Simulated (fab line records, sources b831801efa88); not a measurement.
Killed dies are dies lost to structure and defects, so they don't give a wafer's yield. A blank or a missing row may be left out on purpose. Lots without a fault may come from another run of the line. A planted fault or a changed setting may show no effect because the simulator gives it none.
A struck lot beside a sound one | flow gf180mcu | 43 steps out of a route of 602
Sound: wafers L146.1, L146.5, L146.6. Struck: wafer L163.2. (L163.1, L163.6 of the same lot were not struck and are left out.) The cause comes at the end.
At each step with rows: each side's tool, then ch and its chambers, then its first start. Under that, the readings that differ: sound wafers | struck wafers | difference of the means | sigmas: that difference in standard deviations of wafers without a fault.
alike: readings whose means differ by less than 2 such deviations, and words and numbers that are the same on both sides. not compared: withheld readings, readings that some wafer has no value for, bounds like >300 that may hide the same value, and numbers for which the record gives no deviation and whose values overlap.
The two part at a step that has a row with sigmas, a row that says differs or no value, or rows on one side only. Numbers that don't overlap but have no deviation are shown without sigmas and don't part them. A reading that every wafer of one side lacks parts them only if that side has two wafers or more.

first, 4 steps without rows for these wafers: GF_CONTACT_CLEAN_20 (cleans in DIW); GF_CONTACT_CLEAN_21 (cleans in dHF, time 20 s); GF_CONTACT_SPUTTER_22 (material Ti, target thk 15 nm, time 80.02 s); GF_CONTACT_SPUTTER_23 (material TiN, target thk 10 nm, time 40 s).
GF_CONTACT_CVD_24: deposits W, target thk 300 nm, time 90.339 s.
  sound on cvd_w-01 ch 0,1, day 16 07:15; struck on cvd_w-02 ch 0, day 22 06:07
  alike: heater_power_outer_w, heater_power_w, susceptor_temp_C
GF_CONTACT_RS_MEAS_25: measures by four-point-probe.
  sound on film_metro-02, day 16 07:21; struck on film_metro-02, day 22 06:13
  alike: CONTACT_W_RS
GF_CONTACT_THK_MEAS_26: measures by xrf.
  sound on film_metro-02, day 16 07:28; struck on film_metro-02, day 22 06:20
  alike: CONTACT_W_THK
then, 1 step without rows for these wafers: GF_CONTACT_CMP_27 (polishes, stops on SiO2, t overpolish 15 s, target thk 0 nm).
GF_M1_SPUTTER_00: material Ti, target thk 37.5 nm, time 150 s.
  sound on pvd_sputter-04, day 16 07:50; struck on pvd_sputter-01, day 22 06:41
  reading                | sound          | struck | difference | sigmas
  throttle_valve_pct (%) | 30.5 31.8 30.9 | 28.1   | -3.0       | -3
  alike: chamber_pressure_pa
GF_M1_SPUTTER_01: material TiN, target thk 30 nm, time 25 s.
  sound on pvd_sputter-04, day 16 07:56; struck on pvd_sputter-01, day 22 06:47
  reading                | sound          | struck | difference | sigmas
  throttle_valve_pct (%) | 30.7 31.5 31.0 | 28.0   | -3.1       | -3
  alike: chamber_pressure_pa
then, 2 steps without rows for these wafers: GF_M1_SPUTTER_02 (material AlCu, target thk 450 nm, time 23.9 s); GF_M1_SPUTTER_03 (material Ti, target thk 10 nm, time 6.7 s).
GF_M1_SPUTTER_04: material TiN, target thk 50 nm, time 41.7 s.
  sound on pvd_sputter-04, day 16 08:01; struck on pvd_sputter-01, day 22 06:53
  reading                | sound          | struck | difference | sigmas
  throttle_valve_pct (%) | 30.7 31.7 31.0 | 28.3   | -2.8       | -3
  alike: chamber_pressure_pa
GF_M1_RS_MEAS_05: measures by four-point-probe.
  sound on film_metro-03, day 16 08:03; struck on film_metro-01, day 22 06:55
  alike: M1_ALCU_RS
GF_M1_THK_MEAS_06: measures by xrf.
  sound on film_metro-03, day 16 08:10; struck on film_metro-01, day 22 07:02
  alike: M1_ALCU_THK
then, 7 steps without rows for these wafers: GF_M1_DEHYDRATE_07 (time 60 s); GF_M1_HMDS_08 (prime time 60 s); GF_M1_COAT_09 (resist thk 1000 nm); GF_M1_SOFTBAKE_10 (time 60 s); GF_M1_EXPOSE_11 (exposes mask Metal1, target cd 230 nm); GF_M1_PEB_12 (peb time 90 s); GF_M1_DEVELOP_13 (develop time 60 s).
GF_M1_CD_MEAS_14: target cd 230 nm.
  sound on cd_sem-02, day 17 04:50; struck on cd_sem-02, day 23 05:29
  reading    | sound             | struck | difference | sigmas
  cd_nm (nm) | 231.8 232.1 231.9 | 228.3  | -3.6       | -3
GF_M1_OVL_MEAS_15:
  sound on overlay-01, day 17 04:58; struck on overlay-02, day 23 05:36
  reading     | sound   | struck | difference | sigmas
  M1_OVL (nm) | 12 7 17 | -2     | -14        | -2
GF_M1_METAL_ETCH_16: etches the open film in Cl2/BCl3, stops on SiO2, target depth 750.8 nm, time 125.1 s.
  sound on rie_metal-04 ch 0,1, day 17 04:59; struck on rie_metal-02 ch 0, day 23 05:38
  reading                     | sound          | struck | difference | sigmas
  drypump_motor_current_A (A) | 6.11 5.81 6.11 | 5.56   | -0.45      | -2
  alike: bcl3_flow_sccm, oes_product_au, throttle_valve_pct
  not compared: rf_hours_counter_h
then, 4 steps without rows for these wafers: GF_M1_STRIP_17 (strips in O2/N2); GF_M1_STRIP_18 (strips in post etch residue remover, time 1200 s); GF_M1_CLEAN_19 (cleans in DIW); GF_V1_CVD_00 (deposits SiO2, target thk 600 nm, time 100 s).
GF_V1_THK_MEAS_01:
  sound on film_metro-04, day 17 05:44; struck on film_metro-03, day 23 06:30
  alike: V1_CVD_00_THK
GF_V1_CVD_02: deposits SiO2 from TEOS, target thk 850 nm, time 94.851 s.
  sound on pecvd-02 ch 0,2, day 17 05:48; struck on pecvd-03 ch 1, day 23 06:34
  reading              | sound                | struck | difference | sigmas
  susceptor_temp_C (C) | 399.88 400.20 400.43 | 399.56 | -0.61      | -3
  alike: heater_power_outer_w, heater_power_w
GF_V1_THK_MEAS_03:
  sound on film_metro-02, day 17 05:52; struck on film_metro-02, day 23 06:38
  alike: V1_CVD_02_THK
then, 1 step without rows for these wafers: GF_V1_CMP_04 (polishes SiO2).
GF_V1_BOW_MEAS_05:
  sound on film_metro-03, day 17 06:14; struck on film_metro-03, day 23 06:59
  alike: V1_BOW
then, 8 steps without rows for these wafers: GF_V1_DEHYDRATE_06 (time 60 s); GF_V1_HMDS_07 (prime time 60 s); GF_V1_COAT_08; GF_V1_COAT_09 (resist thk 1000 nm); GF_V1_SOFTBAKE_10 (time 60 s); GF_V1_EXPOSE_11 (exposes mask Via1, target cd 260 nm); GF_V1_PEB_12 (peb time 90 s); GF_V1_DEVELOP_13 (develop time 60 s).
-- the record jumps here: 10 days lie between the struck wafers' starts before and after (it left off in module V1 and takes up again in module PASSIVATION, whose first step shown is number 602 of the route) --
GF_PASSIVATION_PROBE_99:
  the record has rows for the struck wafers here (prober-02, day 33 15:16) and none for the sound ones

WHERE THEY PART
First at GF_M1_SPUTTER_00; last, within this record, at GF_PASSIVATION_PROBE_99.

WHY: what the simulator had put in
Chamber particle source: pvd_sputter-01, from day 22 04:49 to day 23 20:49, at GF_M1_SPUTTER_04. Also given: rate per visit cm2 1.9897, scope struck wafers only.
